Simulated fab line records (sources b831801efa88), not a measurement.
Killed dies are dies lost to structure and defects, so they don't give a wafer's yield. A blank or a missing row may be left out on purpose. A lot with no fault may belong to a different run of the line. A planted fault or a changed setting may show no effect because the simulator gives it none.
fab line records	flow sfq_line
record lots=6	wafers=18	last_day=91
route steps=325 shown M4@162 I4@163
lots that met no fault: from a run of the same line without faults
start_h: hours from the record's opening day to when the first of the lot's shown wafers began	wait_h: hours since the lot's step before	" unchanged from the row above	L1.1+2: one row covering several wafers at once	- value missing, or start not given	* or withheld: withheld	< > ~ a bound
route shown NAME@n: names a module that has steps shown in the file, with the first one's number in the route	usual: mean and standard deviation over wafers with no fault	same: alike in all rows	chamber/n: place in a boat	sites: the reading at each site	_std_site: the standard deviation of these	_edge_site: mean of outer sites minus mean of inner sites	radius_mm: for every site, how far away it sits from the centre of the wafer	mask NAME#n: copy n	behind: the last tool/chamber to shape the wafer	hold: cause of the lot's hold/its duration in hours/its outcome	device: the n, p or np transistor that did not switch	end of line: tests of these same wafers at the route's end	for a step that has no rows: nothing shown but its recipe	killed: count of dies lost to structure and defects at first sort (not the wafer's yield)	map: dies across one wafer; x = killed, . = not, _ = none there
set.NAME: the setting the step ran with; set.NAME@STEP: the setting that earlier step ran with	model.NAME: the simulator's own value behind a step, which no gauge read
a table for each step, a row for each wafer; lots at some steps of the route
services: the hour from which a tool's chamber was out of use, counted from the record's first day as start_h (under 0 if before that day), plus the number of hours and why
## steps
# step SFQ_TRILAYER_M4_STRIP_SOLV_CLEAN_098
# recipe chemistry=NMP	temp_c=70	time_s=600
# step SFQ_TRILAYER_I4_DEP_PECVD_099
# recipe material=SiO2	temp_c=150	time_s=111.11	pressure_torr=2.4	rf_w=183.3	precursor=SiH4/N2O	target_thk_nm=500
# usual heater_power_w=87/8.2	throttle_valve_pct=25.3/1.4
lot.wafer	tool	chamber	start_h	wait_h	heater_power_w	throttle_valve_pct
L756.1	pecvd-02	2	1107.58	0.0	79	26.5
L756.2	"	1	"	"	97	27.0
L756.5	"	1	"	"	77	26.8
L759.3	pecvd-02	0	1152.16	0.0	84	25.3
L759.5	"	1	"	"	77	26.9
L759.6	"	2	"	"	85	26.1
L767.3	pecvd-02	2	1206.07	0.0	72	26.2
L767.5	"	0	"	"	82	25.0
L767.6	"	1	"	"	93	27.4
L768.1	pecvd-03	2	1211.88	0.0	95	23.8
L768.5	"	2	"	"	96	23.9
L768.6	"	1	"	"	86	26.9
L771.2	pecvd-03	0	1245.40	0.0	90	26.7
L771.3	"	2	"	"	96	24.3
L771.4	"	2	"	"	96	23.9
L772.1	pecvd-01	1	1246.74	0.0	91	24.1
L772.4	"	1	"	"	96	24.0
L772.6	"	2	"	"	83	23.6
# step SFQ_TRILAYER_I4_CMP_CMP_100
# recipe material=SiO2	down_force_psi=2.921	platen_rpm=60	pad_velocity_m_s=0.94248
# usual motor_current_A=10.6/1.1	time_to_endpoint_s=224/8.5
lot.wafer	tool	chamber	start_h	wait_h	motor_current_A	time_to_endpoint_s
L756.1	cmp-01	3	1110.14	2.5	12.4	212
L756.2	"	0	"	"	11.3	223
L756.5	"	2	1111.64	4.0	8.6	225
L759.3	cmp-01	3	1154.18	2.0	12.0	210
L759.6	"	1	1155.18	2.9	9.8	234
L759.5	"	2	"	"	8.4	230
L767.3	cmp-01	0	1209.78	3.7	11.0	233
L767.6	"	2	1210.78	4.6	8.8	225
L767.5	"	3	"	"	12.2	225
L768.1	cmp-02	2	1212.95	1.0	10.9	225
L768.5	"	0	1213.95	2.0	11.4	240
L768.6	"	1	"	"	9.7	241
L771.4	cmp-02	0	1245.48	0.0	10.4	216
L771.2	"	2	1246.48	1.0	10.9	200
L771.3	"	3	"	"	10.6	210
L772.1	cmp-02	1	1249.48	2.7	9.8	209
L772.4	"	2	"	"	10.9	218
L772.6	"	0	1250.98	4.2	10.6	217
# step SFQ_I4_BOW_MEAS_927
# recipe mode=bow
# usual I4_BOW=2/8.1
lot.wafer	tool	chamber	start_h	wait_h	I4_BOW[um]
L756.1	film_metro-04	-	1112.64	2.0	-1
L756.2	"	-	"	"	5
L756.5	"	-	"	"	10
L759.3	film_metro-02	-	1156.22	1.5	18
L759.5	"	-	"	"	10
L759.6	"	-	"	"	10
L767.3	film_metro-02	-	1211.82	1.5	3
L767.5	"	-	"	"	6
L767.6	"	-	"	"	8
L768.1	film_metro-04	-	1214.95	1.5	-1
L768.5	"	-	"	"	2
L768.6	"	-	"	"	-1
L771.2	film_metro-04	-	1248.50	1.5	11
L771.3	"	-	"	"	8
L771.4	"	-	"	"	14
L772.1	film_metro-04	-	1251.48	1.5	4
L772.4	"	-	"	"	11
L772.6	"	-	"	"	17
# step SFQ_TRILAYER_I4_METRO_MEASURE_101
# usual thk_nm=200.4/1
lot.wafer	tool	chamber	start_h	wait_h	thk_nm
L756.1	film_metro-04	-	1112.76	0.1	198.9
L756.2	"	-	"	"	199.9
L756.5	"	-	"	"	200.2
L759.3	film_metro-02	-	1156.70	0.5	199.4
L759.5	"	-	"	"	200.1
L759.6	"	-	"	"	201.5
L767.3	film_metro-02	-	1212.30	0.5	202.3
L767.5	"	-	"	"	200.3
L767.6	"	-	"	"	202.2
L768.1	film_metro-04	-	1215.07	0.1	200.2
L768.5	"	-	"	"	200.9
L768.6	"	-	"	"	201.1
L771.2	film_metro-04	-	1248.80	0.3	198.7
L771.3	"	-	"	"	200.2
L771.4	"	-	"	"	199.4
L772.1	film_metro-04	-	1251.60	0.1	199.8
L772.4	"	-	"	"	198.9
L772.6	"	-	"	"	200.2
# step SFQ_TRILAYER_I4_VIA_LITHO_COAT_108
# recipe resist=BARC	spin_rpm=3000	resist_thk_nm=62
# step SFQ_TRILAYER_I4_VIA_LITHO_COAT_103
# recipe resist=KrF	spin_rpm=3000	resist_thk_nm=650
# step SFQ_TRILAYER_I4_VIA_LITHO_SOFTBAKE_107
# recipe temp_c=withheld	time_s=withheld	resist=KrF
# step SFQ_TRILAYER_I4_VIA_LITHO_EXPOSE_104
# recipe mask_id=I4	na=0.6	source_shape=conventional	sigma_outer=0.65	target_cd_nm=700	dose_mj=21.3
# step SFQ_TRILAYER_I4_VIA_LITHO_PEB_106
# recipe peb_temp_c=115	peb_time_s=60	resist=KrF
# step SFQ_TRILAYER_I4_VIA_LITHO_DEVELOP_105
# recipe time_s=60	resist=KrF
# step SFQ_I4_OVL_MEAS_928
# usual I4_OVL=1/5.9
lot.wafer	tool	chamber	start_h	wait_h	I4_OVL[nm]
L756.1	overlay-01	-	1243.29	0.1	0
L756.2	"	-	"	"	1
L756.5	"	-	"	"	-1
L759.3	overlay-02	-	1280.50	0.1	-3
L759.5	"	-	"	"	0
L759.6	"	-	"	"	-1
L767.3	overlay-02	-	1348.94	0.1	0
L767.5	"	-	"	"	-6
L767.6	"	-	"	"	-1
L768.1	overlay-01	-	1351.32	0.1	6
L768.5	"	-	"	"	7
L768.6	"	-	"	"	5
L771.2	overlay-02	-	1381.33	0.1	11
L771.3	"	-	"	"	7
L771.4	"	-	"	"	6
L772.1	overlay-02	-	1384.92	0.1	3
L772.4	"	-	"	"	5
L772.6	"	-	"	"	2
# step SFQ_TRILAYER_I4_VIA_BARC_OPEN_VIA_ETCH_146
# recipe mask_material=PR	chemistry=O2	target_depth_nm=125	target=BARC	source_w=500	bias_w=80	pressure_mtorr=30	time_s=41.7
# usual drypump_motor_current_A=5.8/0.47	oes_product_au=0.686/0.0049	rf_fwd_power_W=494.8/1.8
lot.wafer	tool	chamber	start_h	wait_h	drypump_motor_current_A	oes_product_au	rf_fwd_power_W	rf_hours_counter_h	model.KrF_of_TRILAYER_I4_VIA_LITHO_COAT_103.thk_nm
L756.1	rie_diel-02	3	1243.32	0.0	6.2	0.683	692.7	18	557.4
L756.2	"	1	"	"	6.0	0.679	697.0	9	554.9
L756.5	"	0	"	"	5.9	0.688	692.5	-	556.2
L759.3	rie_diel-02	1	1280.52	0.0	6.0	0.690	695.0	10	557.6
L759.5	"	1	"	"	6.0	0.696	695.6	-	556.2
L759.6	"	2	"	"	4.6	0.686	696.6	-	556.5
L767.3	rie_diel-02	1	1348.96	0.0	6.0	0.689	493.9	11	574.1
L767.5	"	0	"	"	6.0	0.681	495.0	-	569.9
L767.6	"	1	"	"	6.0	0.681	491.7	-	575.3
L768.1	rie_diel-03	2	1351.36	0.0	5.7	0.681	497.0	9	575.8
L768.5	"	3	"	"	5.9	0.684	495.4	-	573.8
L768.6	"	2	"	"	5.7	0.690	496.6	-	570.8
L771.2	rie_diel-01	1	1381.36	0.0	6.0	0.687	494.8	9	572.1
L771.3	"	3	"	"	6.2	0.680	494.8	14	572.7
L771.4	"	0	"	"	6.0	0.687	494.0	15	571.1
L772.1	rie_diel-03	2	1384.96	0.0	5.6	0.678	494.1	10	574.2
L772.4	"	3	"	"	5.9	0.690	494.8	9	572.8
L772.6	"	0	"	"	5.7	0.685	491.2	-	572.1
# step SFQ_TRILAYER_I4_VIA_ETCH_VIA_ETCH_106
# recipe target=SiO2	stop_on=Nb	mask_material=PR	taper_deg=20	chemistry=CHF3	target_depth_nm=260	source_w=500	bias_w=81.01	pressure_mtorr=30	time_s=withheld
# usual drypump_motor_current_A=5.8/0.47	oes_product_au=0.856/0.0051	rf_fwd_power_W=498.2/1.6
lot.wafer	tool	chamber	start_h	wait_h	drypump_motor_current_A	oes_product_au	rf_fwd_power_W	model.KrF_of_TRILAYER_I4_VIA_LITHO_COAT_103.thk_nm
L756.1	rie_diel-02	3	1243.36	0.0	6.2	0.855	495.7	513.2
L756.2	"	1	"	"	6.0	0.852	498.0	509.9
L756.5	"	0	"	"	5.9	0.855	499.5	510.4
L759.3	rie_diel-02	1	1280.56	0.0	6.0	0.849	499.5	513.4
L759.5	"	1	"	"	6.0	0.857	498.8	511.7
L759.6	"	2	"	"	4.7	0.857	501.7	512.5
L767.3	rie_diel-02	1	1349.00	0.0	6.0	0.860	498.4	529.3
L767.5	"	0	"	"	5.9	0.850	496.9	524.4
L767.6	"	1	"	"	6.0	0.855	499.7	530.6
L768.1	rie_diel-03	2	1351.40	0.0	5.7	0.866	499.4	531.5
L768.5	"	3	"	"	5.9	0.860	497.6	529.8
L768.6	"	2	"	"	5.6	0.855	500.7	526.2
L771.2	rie_diel-01	1	1381.40	0.0	6.0	0.851	496.7	526.6
L771.3	"	3	"	"	6.2	0.858	496.9	528.2
L771.4	"	0	"	"	6.0	0.862	497.9	525.1
L772.1	rie_diel-03	2	1385.00	0.0	5.7	0.850	500.1	529.7
L772.4	"	3	"	"	5.9	0.858	498.7	529.1
L772.6	"	0	"	"	5.8	0.845	498.3	526.9
# step SFQ_TRILAYER_I4_VIA_STRIP_STRIP_107
# recipe gas=O2	power_w=200	platen_temp_c=40	overash_fraction=0.65	chemistry=O2	pressure_mtorr=50
# usual drypump_motor_current_A=5.8/0.47	oes_product_au=1.005/0.0076
# same overash_fraction=0.65
lot.wafer	tool	chamber	start_h	wait_h	drypump_motor_current_A	oes_product_au	rf_hours_counter_h
L756.1	rie_metal-04	0	1243.48	-	6.2	1.021	43
L756.2	"	1	"	"	6.2	1.010	124
L756.5	"	0	"	"	6.2	1.010	-
L759.3	rie_metal-01	1	1280.88	-	6.6	1.004	-
L759.5	"	0	"	"	5.5	1.006	-
L759.6	"	1	"	"	6.6	1.000	-
L767.3	rie_metal-01	0	1349.31	-	5.5	1.010	-
L767.5	"	0	"	"	5.5	1.002	-
L767.6	"	1	"	"	6.6	1.009	-
L768.1	rie_metal-04	0	1351.51	-	6.2	1.007	60
L768.5	"	1	"	"	6.2	0.998	-
L768.6	"	0	"	"	6.2	1.001	-
L771.2	rie_metal-01	1	1381.51	-	6.6	1.004	55
L771.3	"	0	"	"	5.5	0.997	-
L771.4	"	1	"	"	6.6	1.003	-
L772.1	rie_metal-04	0	1385.11	-	6.2	0.991	66
L772.4	"	0	"	"	6.1	1.004	-
L772.6	"	0	"	"	6.1	0.992	-
## services
tool	chamber	start_h	hours	kind
cmp-02	-	1089.46	4.0	pm
rie_diel-03	-	1089.99	14.6	pm
cmp-02	-	1095.95	2.4	repair
film_metro-04	-	1110.30	1.9	pm
rie_diel-03	0	1123.97	6.8	repair
film_metro-04	-	1129.29	6.8	pm
rie_diel-02	1	1142.37	12.0	repair
rie_diel-03	1	1154.09	13.1	repair
rie_diel-02	1	1154.71	8.6	repair
rie_diel-03	1	1171.97	8.8	repair
rie_diel-03	2	1208.00	8.7	repair
rie_diel-03	2	1238.37	2.1	repair
rie_diel-02	-	1266.63	0.4	repair
rie_diel-02	-	1269.39	2.8	pm
rie_diel-03	-	1276.68	0.6	repair
film_metro-04	-	1278.88	0.7	pm
rie_diel-02	-	1282.73	0.5	repair
film_metro-04	-	1297.34	0.4	pm
film_metro-04	-	1319.97	2.7	pm
film_metro-04	-	1329.56	1.3	pm
rie_diel-03	-	1332.14	1.1	repair
rie_diel-03	1	1339.95	14.0	repair
film_metro-04	-	1355.30	0.8	pm
rie_diel-03	-	1378.48	0.9	repair
## key
first_sign step=SFQ_TRILAYER_I4_VIA_BARC_OPEN_VIA_ETCH_146	reading=rf_fwd_power_W	direction=up	sigmas=99+	usual=494.8	struck=694.9
effect none on later readings
model_effect step=SFQ_TRILAYER_I4_VIA_BARC_OPEN_VIA_ETCH_146	value=KrF_of_TRILAYER_I4_VIA_LITHO_COAT_103.thk_nm	without=574.3	struck=556.5
model_effect step=SFQ_TRILAYER_I4_VIA_ETCH_VIA_ETCH_106	value=KrF_of_TRILAYER_I4_VIA_LITHO_COAT_103.thk_nm	without=529.7	struck=511.9
met_at SFQ_TRILAYER_I4_VIA_BARC_OPEN_VIA_ETCH_146
struck_wafers L756.1,L756.2,L756.5,L759.3,L759.5,L759.6
fault kind=process_parameter_drift	tool=rie_diel-02	chamber=-	onset_h=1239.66	steps=SFQ_TRILAYER_I4_VIA_BARC_OPEN_VIA_ETCH_146	channel=source_w	offset=200	shape=step	end_h=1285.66	acts_in=these_recipes_only	stated=500
